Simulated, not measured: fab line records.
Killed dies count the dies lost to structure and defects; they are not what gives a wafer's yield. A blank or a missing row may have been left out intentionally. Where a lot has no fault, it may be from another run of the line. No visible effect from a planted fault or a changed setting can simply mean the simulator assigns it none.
fab line records	flow gf180mcu
record lots=11	wafers=33	lastDay=32
route steps=602 shown VT_IMPLANT@132 NSD@243 M1@318
lots that met no fault: taken from a fault-free run of the same line
startH: hours from the record's opening day to when the first of the lot's shown wafers began	waitH: hours since the lot's step before	" identical to the entry in the row above	L1.1+2: several wafers, shown together as one row	- value missing, or start not given	* or withheld: withheld	< > ~ a bound
route shown NAME@n: NAME is a module with steps in the file, n the number in the route of the first one	usual: mean and standard deviation over wafers with no fault	same: alike in all rows	chamber/n: place in a boat	sites: per-site readings	_std_site: their standard deviation	_edge_site: the outer-site mean with the inner-site mean subtracted	radiusMm: for every site, how far away it sits from the centre of the wafer	mask NAME#n: copy n	behind: the last tool/chamber to shape the wafer	hold: why the lot was held/for how many hours/how that ended	device: whichever transistor did not switch (one of n, p or np)	end of line: the tests these same wafers got at the end of their route	where a step has no rows: the recipe by itself	killed: dies lost to structure and defects at the first sort, not the wafer's yield	map: shows each die of a wafer: x if killed, . if not, _ if none is there
set.NAME: the setting that was run; set.NAME@STEP: the one run at that earlier step	model.NAME: the simulator's own value behind a step, which no gauge read
steps of the route over a sample of lots; a table a step, a row a wafer
services: the hour from which a tool's chamber was out of use, counted from the record's first day as startH (under 0 if before that day), plus the number of hours and why
## steps
# step GF_VT_IMPLANT_STRIP_42
# recipe chemistry=O2/N2	powerW=1400	pressureMtorr=1500	platenTempC=250	o2FlowSccm=3000	n2FlowSccm=300	overashFraction=0.5
# usual drypumpMotorCurrentA=6.1/0.54	heaterPowerW=349/32	oesProductAu=0.716/0.0048	stripTimeToEndpointS=12.63/0.03
lot.wafer	tool	chamber	startH	waitH	drypumpMotorCurrentA	heaterPowerW	oesProductAu	rfHoursCounterH	stripTimeToEndpointS
L188.1	plasmaAsher-03	1	148.02	0.1	6.5	348	0.719	34	12.64
L188.2	"	0	"	"	6.7	316	0.718	34	12.60
L188.6	"	0	"	"	6.7	314	0.724	-	12.55
L190.1	plasmaAsher-04	1	182.82	0.1	6.5	391	0.721	54	12.62
L190.2	"	0	"	"	5.3	332	0.721	54	12.59
L190.3	"	1	"	"	6.5	389	0.720	-	12.62
L192.1	plasmaAsher-04	0	195.21	0.1	5.3	336	0.721	56	12.58
L192.4	"	1	"	"	6.5	390	0.716	-	12.66
L192.5	"	1	"	"	6.5	390	0.724	-	12.60
L193.1	plasmaAsher-02	0	205.46	0.1	5.6	384	0.717	9	12.58
L193.4	"	1	"	"	5.8	320	0.717	-	12.60
L193.5	"	1	"	"	5.8	316	0.715	-	12.58
L194.1	plasmaAsher-04	1	208.26	0.1	6.4	389	0.717	57	12.61
L194.2	"	0	"	"	5.3	321	0.716	57	12.61
L194.3	"	1	"	"	6.4	391	0.711	-	12.65
L195.3	plasmaAsher-03	1	209.15	0.1	6.5	343	0.719	-	12.57
L195.5	"	0	"	"	6.7	308	0.719	-	12.63
L195.6	"	1	"	"	6.5	341	0.721	-	12.61
L196.3	plasmaAsher-04	1	217.84	0.1	6.4	389	0.713	-	12.64
L196.4	"	0	"	"	5.3	330	0.710	-	12.63
L196.5	"	1	"	"	6.5	399	0.716	-	12.62
L201.2	plasmaAsher-03	1	245.11	0.1	6.5	339	0.719	45	12.61
L201.3	"	0	"	"	6.7	309	0.724	-	12.66
L201.5	"	1	"	"	6.6	345	0.709	-	12.60
L203.1	plasmaAsher-04	1	261.76	0.1	6.5	399	0.727	63	12.66
L203.2	"	0	"	"	5.3	332	0.711	63	12.65
L203.6	"	0	"	"	5.3	325	0.720	-	12.69
L204.1	plasmaAsher-03	1	265.76	0.1	6.5	342	0.712	47	12.63
L204.3	"	1	"	"	6.5	343	0.723	-	12.60
L204.6	"	1	"	"	6.5	348	0.713	-	12.59
L205.1	plasmaAsher-02	1	272.46	0.1	5.7	317	0.725	16	12.65
L205.3	"	1	"	"	5.8	315	0.709	-	12.65
L205.6	"	1	"	"	5.7	313	0.705	-	12.62
# step GF_NSD_OVL_MEAS_08
# usual NSD_OVL=-1.4/1.2
lot.wafer	tool	chamber	startH	waitH	NSD_OVL[nm]
L188.1	overlay-01	-	285.24	0.1	-1.0
L188.2	"	-	"	"	-0.5
L188.6	"	-	"	"	-2.5
L190.1	overlay-02	-	326.35	0.1	-0.8
L190.2	"	-	"	"	-2.1
L190.3	"	-	"	"	-1.4
L192.1	overlay-02	-	342.04	0.1	-2.0
L192.4	"	-	"	"	-1.8
L192.5	"	-	"	"	-1.5
L193.1	overlay-01	-	353.15	0.1	-2.5
L193.4	"	-	"	"	-1.6
L193.5	"	-	"	"	-1.7
L195.3	overlay-02	-	357.46	0.1	-0.8
L195.5	"	-	"	"	0.4
L195.6	"	-	"	"	-0.5
L194.1	overlay-02	-	358.09	0.1	-2.4
L194.2	"	-	"	"	-1.9
L194.3	"	-	"	"	-2.0
L196.3	overlay-01	-	371.36	0.1	0.0
L196.4	"	-	"	"	-2.5
L196.5	"	-	"	"	-1.3
L201.2	overlay-01	-	402.60	0.1	0.5
L201.3	"	-	"	"	1.0
L201.5	"	-	"	"	1.1
L203.1	overlay-02	-	431.24	0.1	-1.9
L203.2	"	-	"	"	-1.5
L203.6	"	-	"	"	-1.8
L204.1	overlay-01	-	433.17	0.1	-1.5
L204.3	"	-	"	"	-3.5
L204.6	"	-	"	"	-2.4
L205.1	overlay-01	-	439.49	0.1	-0.2
L205.3	"	-	"	"	0.5
L205.6	"	-	"	"	-0.2
# step GF_NSD_IMPLANT_09
# recipe species=As	energyKev=60	doseCm2=4e+15	tiltDeg=7
# usual faradayCurrentUA=12251/250	implantIonAmu=75/0
lot.wafer	tool	chamber	startH	waitH	faradayCurrentUA	implantIonAmu
L188.1	implanter-03	0	285.28	0.0	12340	75
L188.2	"	0	"	"	12299	75
L188.6	"	0	"	"	12081	75
L190.1	implanter-02	0	326.38	0.0	12392	75
L190.2	"	0	"	"	12117	75
L190.3	"	0	"	"	12624	75
L192.1	implanter-02	0	342.08	0.0	12075	75
L192.4	"	0	"	"	12443	75
L192.5	"	0	"	"	12231	75
L193.1	implanter-03	0	353.18	0.0	12390	75
L193.4	"	0	"	"	12346	75
L193.5	"	0	"	"	12374	75
L195.3	implanter-02	0	357.53	0.1	12199	75
L195.5	"	0	"	"	12500	75
L195.6	"	0	"	"	11967	75
L194.1	implanter-03	0	358.13	0.0	12186	75
L194.2	"	0	"	"	11919	75
L194.3	"	0	"	"	11798	75
L196.3	implanter-02	0	371.43	0.1	12286	75
L196.4	"	0	"	"	12265	75
L196.5	"	0	"	"	12067	75
L201.2	implanter-03	0	402.65	0.0	12436	75
L201.3	"	0	"	"	12385	75
L201.5	"	0	"	"	12385	75
L203.1	implanter-03	0	431.28	0.0	12083	31
L203.2	"	0	"	"	12854	31
L203.6	"	0	"	"	12229	31
L204.1	implanter-03	0	433.20	0.0	11772	31
L204.3	"	0	"	"	12420	31
L204.6	"	0	"	"	12502	31
L205.1	implanter-03	0	439.53	0.0	11869	31
L205.3	"	0	"	"	12092	31
L205.6	"	0	"	"	12726	31
# step GF_NSD_STRIP_11
# recipe chemistry=O2/N2	powerW=1400	pressureMtorr=1500	platenTempC=250	o2FlowSccm=3000	n2FlowSccm=300	overashFraction=0.5
# usual drypumpMotorCurrentA=6.0/0.52	heaterPowerW=347/31	oesProductAu=0.486/0.0045	stripTimeToEndpointS=22.94/0.036
lot.wafer	tool	chamber	startH	waitH	drypumpMotorCurrentA	heaterPowerW	oesProductAu	rfHoursCounterH	stripTimeToEndpointS
L188.1	plasmaAsher-03	0	285.58	0.1	6.7	308	0.491	49	22.91
L188.2	"	1	"	"	6.5	335	0.485	49	22.96
L188.6	"	0	"	"	6.7	316	0.481	-	22.97
L190.1	plasmaAsher-04	0	326.68	0.1	5.3	335	0.496	69	22.93
L190.2	"	1	"	"	6.5	402	0.481	69	22.94
L190.3	"	0	"	"	5.3	329	0.487	-	22.95
L192.1	plasmaAsher-03	1	342.38	0.1	6.5	349	0.485	56	22.86
L192.4	"	1	"	"	6.5	347	0.493	-	22.86
L192.5	"	1	"	"	6.6	345	0.487	-	22.82
L193.1	plasmaAsher-02	0	353.48	0.1	5.7	380	0.489	24	22.90
L193.4	"	0	"	"	5.7	384	0.483	-	22.87
L193.5	"	1	"	"	5.7	321	0.489	-	22.96
L195.3	plasmaAsher-04	1	357.82	0.1	6.4	396	0.489	-	23.03
L195.5	"	0	"	"	5.3	333	0.488	-	22.95
L195.6	"	1	"	"	6.5	409	0.488	-	23.01
L194.1	plasmaAsher-04	0	358.43	0.1	5.3	332	0.483	73	22.93
L194.2	"	1	"	"	6.5	398	0.487	73	22.91
L194.3	"	1	"	"	6.5	400	0.477	-	22.92
L196.3	plasmaAsher-04	1	371.71	0.1	6.4	404	0.487	-	22.91
L196.4	"	0	"	"	5.3	334	0.484	-	22.93
L196.5	"	1	"	"	6.4	406	0.492	-	22.91
L201.2	plasmaAsher-03	1	402.93	0.1	6.5	337	0.484	62	22.97
L201.3	"	0	"	"	6.7	310	0.485	-	22.96
L201.5	"	1	"	"	6.6	342	0.495	-	22.99
L203.1	plasmaAsher-02	0	431.58	0.1	5.7	373	0.454	33	26.32
L203.2	"	1	"	"	5.7	315	0.458	33	26.33
L203.6	"	0	"	"	5.6	371	0.462	-	26.29
L204.1	plasmaAsher-04	1	433.50	0.1	6.5	391	0.449	0	26.29
L204.3	"	0	"	"	5.3	325	0.457	-	26.30
L204.6	"	0	"	"	5.3	338	0.450	-	26.32
L205.1	plasmaAsher-02	1	439.83	0.1	5.8	317	0.458	33	26.28
L205.3	"	1	"	"	5.8	327	0.450	-	26.26
L205.6	"	0	"	"	5.6	368	0.454	-	26.30
# step GF_NSD_TW_MEAS_12
# usual NSD_TW=4268/57
lot.wafer	tool	chamber	startH	waitH	hold	NSD_TW
L188.1	filmMetro-01	-	285.68	0.1	-	4193
L188.2	"	-	"	"	-	4175
L188.6	"	-	"	"	-	4161
L190.1	filmMetro-02	-	326.78	0.1	-	4285
L190.2	"	-	"	"	-	4283
L190.3	"	-	"	"	-	4298
L192.1	filmMetro-03	-	342.48	0.1	-	4312
L192.4	"	-	"	"	-	4308
L192.5	"	-	"	"	-	4294
L193.1	filmMetro-03	-	353.58	0.1	-	4302
L193.4	"	-	"	"	-	4301
L193.5	"	-	"	"	-	4328
L195.3	filmMetro-01	-	357.90	0.1	-	4203
L195.5	"	-	"	"	-	4201
L195.6	"	-	"	"	-	4174
L194.1	filmMetro-02	-	358.53	0.1	-	4285
L194.2	"	-	"	"	-	4305
L194.3	"	-	"	"	-	4306
L196.3	filmMetro-03	-	371.80	0.1	-	4302
L196.4	"	-	"	"	-	4275
L196.5	"	-	"	"	-	4287
L201.2	filmMetro-02	-	403.04	0.1	-	4340
L201.3	"	-	"	"	-	4332
L201.5	"	-	"	"	-	4359
L203.1	filmMetro-01	-	431.68	0.1	awaitDispo/0.2h/release	4758
L203.2	"	-	"	"	awaitDispo/0.2h/release	4778
L203.6	"	-	"	"	awaitDispo/0.2h/release	4781
L203.1	filmMetro-01	-	439.35	7.7	-	4756
L203.2	"	-	"	"	-	4758
L203.6	"	-	"	"	-	4736
L204.1	filmMetro-02	-	433.62	0.1	awaitDispo/0.2h/release	4884
L204.3	"	-	"	"	awaitDispo/0.2h/release	4896
L204.6	"	-	"	"	awaitDispo/0.2h/release	4886
L204.1	filmMetro-02	-	433.85	0.2	-	4877
L204.3	"	-	"	"	-	4887
L204.6	"	-	"	"	-	4872
L205.1	filmMetro-03	-	439.93	0.1	awaitDispo/0.2h/release	4897
L205.3	"	-	"	"	awaitDispo/0.2h/release	4910
L205.6	"	-	"	"	awaitDispo/0.2h/release	4882
L205.1	filmMetro-03	-	440.16	0.2	-	4879
L205.3	"	-	"	"	-	4903
L205.6	"	-	"	"	-	4871
# step GF_PSD_RS_MEAS_14
# recipe thkMeasGauge=four-point-probe
# usual NSD_RS=46.10/0.077
lot.wafer	tool	chamber	startH	waitH	hold	NSD_RS[ohm/sq]
L188.1	filmMetro-02	-	305.48	0.1	-	46.14
L188.2	"	-	"	"	-	46.16
L188.6	"	-	"	"	-	46.19
L190.1	filmMetro-02	-	349.03	0.1	-	45.96
L190.2	"	-	"	"	-	46.14
L190.3	"	-	"	"	-	46.14
L192.1	filmMetro-03	-	364.20	0.1	-	46.10
L192.4	"	-	"	"	-	46.08
L192.5	"	-	"	"	-	46.01
L193.1	filmMetro-01	-	375.84	0.1	-	46.14
L193.4	"	-	"	"	-	46.20
L193.5	"	-	"	"	-	46.06
L195.3	filmMetro-01	-	380.96	0.1	-	46.13
L195.5	"	-	"	"	-	45.99
L195.6	"	-	"	"	-	45.97
L194.1	filmMetro-03	-	381.93	0.1	-	46.13
L194.2	"	-	"	"	-	46.26
L194.3	"	-	"	"	-	46.20
L196.3	filmMetro-03	-	395.16	0.1	-	46.03
L196.4	"	-	"	"	-	46.07
L196.5	"	-	"	"	-	46.07
L201.2	filmMetro-01	-	427.68	0.1	-	46.03
L201.3	"	-	"	"	-	46.03
L201.5	"	-	"	"	-	45.94
L203.1	filmMetro-03	-	456.93	0.1	awaitDispo/0.2h/release	25.48
L203.2	"	-	"	"	awaitDispo/0.2h/release	25.52
L203.6	"	-	"	"	awaitDispo/0.2h/release	25.57
L203.1	filmMetro-03	-	457.42	0.5	-	25.52
L203.2	"	-	"	"	-	25.50
L203.6	"	-	"	"	-	25.50
L204.1	filmMetro-02	-	458.97	0.1	awaitDispo/0.2h/release	25.56
L204.3	"	-	"	"	awaitDispo/0.2h/release	25.50
L204.6	"	-	"	"	awaitDispo/0.2h/release	25.52
L204.1	filmMetro-02	-	459.26	0.3	-	25.52
L204.3	"	-	"	"	-	25.48
L204.6	"	-	"	"	-	25.53
L205.1	filmMetro-02	-	465.36	0.1	awaitDispo/0.2h/release	25.50
L205.3	"	-	"	"	awaitDispo/0.2h/release	25.51
L205.6	"	-	"	"	awaitDispo/0.2h/release	25.56
L205.1	filmMetro-02	-	465.69	0.3	-	25.50
L205.3	"	-	"	"	-	25.47
L205.6	"	-	"	"	-	25.53
# step GF_M1_SPUTTER_03
# recipe material=Ti	targetThkNm=10	substrateTempC=300	chamberPressurePa=0.3	powerW=3000	timeS=6.7
# usual throttleValvePct=29.8/1.1
lot.wafer	tool	chamber	startH	waitH	throttleValvePct
L188.1	pvdSputter-01	-	350.90	0.0	29.0
L188.2	"	-	"	"	28.8
L188.6	"	-	"	"	30.0
L190.1	pvdSputter-02	-	396.99	0.0	31.9
L190.2	"	-	"	"	30.4
L190.3	"	-	"	"	30.9
L192.1	pvdSputter-02	-	413.48	0.0	31.9
L192.4	"	-	"	"	29.2
L192.5	"	-	"	"	31.9
L193.1	pvdSputter-01	-	425.58	0.0	28.9
L193.4	"	-	"	"	29.9
L193.5	"	-	"	"	29.2
L195.3	pvdSputter-02	-	431.54	0.0	30.4
L195.5	"	-	"	"	29.4
L195.6	"	-	"	"	30.6
L194.1	pvdSputter-02	-	432.73	0.0	31.9
L194.2	"	-	"	"	30.9
L194.3	"	-	"	"	30.3
L196.3	pvdSputter-01	-	446.19	0.0	28.8
L196.4	"	-	"	"	30.6
L196.5	"	-	"	"	30.0
L201.2	pvdSputter-02	-	479.91	0.0	31.9
L201.3	"	-	"	"	30.6
L201.5	"	-	"	"	29.3
## services
tool	chamber	startH	hours	kind
implanter-03	-	128.76	5.1	pm
implanter-02	-	130.57	3.1	repair
implanter-02	-	139.36	3.7	repair
plasmaAsher-04	-	140.80	2.8	pm
implanter-03	-	146.92	4.6	repair
pvdSputter-01	-	161.11	4.9	repair
pvdSputter-02	-	180.43	1.1	repair
implanter-02	-	225.51	67.0	repair
implanter-02	-	236.65	0.7	repair
pvdSputter-02	-	243.83	1.1	repair
implanter-03	-	248.75	3.6	pm
plasmaAsher-02	-	277.50	2.7	repair
implanter-02	-	292.56	4.2	pm
implanter-02	-	304.65	0.8	repair
implanter-03	-	311.18	18.3	repair
pvdSputter-02	-	321.70	2.6	repair
pvdSputter-01	-	369.77	4.6	repair
implanter-03	-	379.19	3.2	repair
plasmaAsher-02	-	392.26	2.4	repair
pvdSputter-01	-	413.65	0.5	repair
plasmaAsher-04	-	421.25	9.0	pm
implanter-03	-	449.64	1.9	repair
plasmaAsher-04	-	473.74	14.6	pm
pvdSputter-01	-	474.95	6.7	repair
## key
firstSign step=GF_NSD_IMPLANT_09	reading=implantIonAmu	direction=down	sigmas=99+	usual=75	struck=31
effect step=GF_NSD_STRIP_11	reading=stripTimeToEndpointS	direction=up	sigmas=93	usual=*	struck=*
effect step=GF_NSD_TW_MEAS_12	reading=visit	direction=added
effect step=GF_NSD_TW_MEAS_12	reading=NSD_TW	direction=up	sigmas=10	usual=4268	struck=4853
effect step=GF_PSD_RS_MEAS_14	reading=visit	direction=added
effect step=GF_PSD_RS_MEAS_14	reading=NSD_RS	direction=down	sigmas=99+	usual=46.10	struck=25.53
metAt GF_NSD_IMPLANT_09
struckLots L203,L204,L205
scrappedBehind GF_PSD_RS_MEAS_14 L203.1,L203.2,L203.6,L204.1,L204.3,L204.6,L205.1,L205.3,L205.6
notActingAt GF_VT_IMPLANT_STRIP_42,GF_NSD_OVL_MEAS_08,GF_M1_SPUTTER_03
onsetBetween 402.65 431.28
fault kind=wrongRecipeDownload	tool=implanter-02,implanter-03,implanter-04	chamber=-	onsetH=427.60	steps=GF_NSD_IMPLANT_09	wrongRecipe.notListed=1
